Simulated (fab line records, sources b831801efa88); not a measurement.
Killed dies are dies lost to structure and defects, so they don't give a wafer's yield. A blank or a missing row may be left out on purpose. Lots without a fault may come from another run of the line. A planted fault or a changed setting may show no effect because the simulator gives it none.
Chamber matching | flow sky130 | SKY_VIA2_CMP_02 on cmp-01: 4 sister chambers
The step polishes SiO2. 14 wafers are shown with their chamber, then 7 later ones without.

WAFERS WITH THEIR CHAMBER
wafer  | chamber | motor_current_A (A)
L552.2 | 1       | 12.6
L552.4 | 2       | 11.5
L552.5 | 0       | 11.2
L553.1 | 2       | 10.9
L553.2 | 0       | 11.0
L553.4 | 1       | 12.8
L556.1 | 2       | 11.6
L556.3 | 3       | 11.8
L556.6 | 2       | 11.4
L557.3 | 1       | 12.8
L557.4 | 3       | 11.0
L557.6 | 2       | 11.1
L561.4 | 2       | 10.9
L561.5 | 1       | 12.6

SIGNATURES (means of the wafers above)
reading         | chamber 0 | chamber 1 | chamber 2 | chamber 3 | scatter within a chamber
motor_current_A | 11.100    | 12.700    | 11.233    | 11.400    | 0.292
Rule: a wafer's distance from a chamber is the root of the sum, over the readings, of the square of ((its reading less the chamber's mean) divided by the reading's scatter). The wafer belongs to the nearest chamber; if the next one is less than 2 further off, it can't be placed. The scatter: the root of (the sum of the squares of (reading less its chamber's mean) over the shown wafers, divided by (wafers less chambers)).

WAFERS WITHOUT THEIR CHAMBER
wafer  | motor_current_A (A)
L561.6 | 11.3
L574.2 | 12.0
L574.3 | 11.3
L574.6 | 11.1
L575.1 | 11.3
L575.4 | 10.9
L575.6 | 12.7

WHICH CHAMBER EACH WENT THROUGH
wafer  | from the rows above               | in truth
L561.6 | can't be placed: 2 or 3 or 0      | 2
L574.2 | can't be placed: 3 or 1 or 2 or 0 | 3
L574.3 | can't be placed: 2 or 3 or 0      | 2
L574.6 | can't be placed: 0 or 2 or 3      | 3
L575.1 | can't be placed: 2 or 3 or 0      | 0
L575.4 | can't be placed: 0 or 2 or 3      | 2
L575.6 | 1                                 | 1
Placed correctly: 1 of 7. Can't be placed from these rows: 6 (the true chamber is among the candidates in 6). Placed wrongly: 0.
